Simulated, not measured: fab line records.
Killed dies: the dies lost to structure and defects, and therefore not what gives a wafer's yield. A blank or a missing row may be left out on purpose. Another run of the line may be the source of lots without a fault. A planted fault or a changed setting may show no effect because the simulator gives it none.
Which of the tools did it?    flow sky130    11 lots with 33 wafers sampled at 5 steps, on a route of 708 steps

WHAT THE GAUGES SHOWED, per wafer
SKY_CAP2M_THK_MEAS_01.
lot   measured      on             CAP2M_CVD_00_THK (nm)
L743  day 41 07:14  film-metro-04  15.37 15.81 15.77
L744  day 41 21:44  film-metro-04  15.43 15.49 15.69
L746  day 42 01:56  film-metro-01  15.35 15.72 15.64
L748  day 42 19:28  film-metro-01  15.12 15.04 15.11
L749  day 42 22:34  film-metro-04  15.29 15.69 15.65
L752  day 43 17:03  film-metro-04  15.67 15.75 15.80
L758  day 45 03:03  film-metro-01  7.44 15.64 15.60
L759  day 45 06:15  film-metro-02  15.39 7.08 15.57
L760  day 45 16:17  film-metro-01  15.48 15.29 15.49
L764  day 46 06:15  film-metro-04  15.53 15.18 15.86
L763  day 46 11:05  film-metro-01  15.23 15.34 15.48

WHICH TOOL RAN EACH LOT (tool, then ch and the chambers of the sampled wafers, then the start)
lot   SKY_VIA3_ETCH_14                    SKY_METAL4_SPUTTER_01         SKY_METAL4_SPUTTER_03         SKY_CAP2M_CVD_00
L743  rie-diel-01 ch 1,2,3, day 41 05:41  pvd-sputter-02, day 41 07:04  pvd-sputter-02, day 41 07:08  pecvd-04 ch 1,2, day 41 07:12
L744  rie-diel-01 ch 2,3, day 41 20:07    pvd-sputter-03, day 41 21:35  pvd-sputter-03, day 41 21:39  pecvd-03 ch 1,2, day 41 21:43
L746  rie-diel-04 ch 1,3, day 42 00:19    pvd-sputter-02, day 42 01:47  pvd-sputter-02, day 42 01:51  pecvd-01 ch 0,1,2, day 42 01:55
L748  rie-diel-02 ch 0,1,2, day 42 17:53  pvd-sputter-01, day 42 19:16  pvd-sputter-01, day 42 19:20  pecvd-01 ch 0,2, day 42 19:25
L749  rie-diel-01 ch 0,1,3, day 42 21:02  pvd-sputter-01, day 42 22:25  pvd-sputter-01, day 42 22:28  pecvd-04 ch 2, day 42 22:32
L752  rie-diel-01 ch 0,1,3, day 43 15:29  pvd-sputter-01, day 43 16:53  pvd-sputter-01, day 43 16:56  pecvd-04 ch 0,2, day 43 17:01
L758  rie-diel-02 ch 0,2,3, day 45 01:29  pvd-sputter-01, day 45 02:52  pvd-sputter-01, day 45 02:56  pecvd-04 ch 0,1, day 45 03:00
L759  rie-diel-01 ch 0,2, day 45 04:35    pvd-sputter-03, day 45 06:05  pvd-sputter-03, day 45 06:09  pecvd-04 ch 0,1,2, day 45 06:13
L760  rie-diel-02 ch 0,3, day 45 14:44    pvd-sputter-03, day 45 16:07  pvd-sputter-03, day 45 16:11  pecvd-03 ch 0,1, day 45 16:14
L764  rie-diel-01 ch 0,2, day 46 04:43    pvd-sputter-03, day 46 06:05  pvd-sputter-03, day 46 06:10  pecvd-01 ch 0,1, day 46 06:14
L763  rie-diel-01 ch 1,2, day 46 09:32    pvd-sputter-03, day 46 10:55  pvd-sputter-03, day 46 10:59  pecvd-01 ch 0,2, day 46 11:03
- SKY_VIA3_ETCH_14: etches BARC in N2/H2, stops on SiO2, time 45.9 s, target depth 60 nm.
- SKY_METAL4_SPUTTER_01: material TiN, target thk 20 nm, time 16.7 s.
- SKY_METAL4_SPUTTER_03: material Ti, target thk 5 nm, time 3.3 s.
- SKY_CAP2M_CVD_00: deposits SiO2, target thk 15.5 nm.

THE ANSWER, worked out from the rows above alone
Rule: usual is defined by the lots themselves. The widest of any qualifying gaps counts: lots, ordered by their means at a reading, are off when they make up no more than a third of the lots, leave a main group of 4 or more, and stand apart from it by 3 or more times the standard deviation of that group's means. A main group whose means are all the same, to the digits that the tables above print for the reading, isn't used. A lot without any number at a reading at which 4 lots or more have one is off too. The other lots that the step has rows for count as sound.
Off: L758, L759, seen at SKY_CAP2M_THK_MEAS_01 (CAP2M_CVD_00_THK). The main group has a mean of 15.49 nm with a standard deviation of 0.18.
If a tool, at a process step before that reading, ran all the lots that are off and no sound lot after the first of them, it fits. Those tools and the gauges at SKY_CAP2M_THK_MEAS_01 are tried in the same way. One fits: SKY_CAP2M_CVD_00 on pecvd-04. Its last sound lot is L752 (day 43 17:01), its first lot that is off L758 (day 45 03:00): a fault that began between those two fits.

WHAT THE SIMULATOR HAD INSERTED
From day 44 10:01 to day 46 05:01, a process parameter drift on pecvd-04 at SKY_CAP2M_CVD_00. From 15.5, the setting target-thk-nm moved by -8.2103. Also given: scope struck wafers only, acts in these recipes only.
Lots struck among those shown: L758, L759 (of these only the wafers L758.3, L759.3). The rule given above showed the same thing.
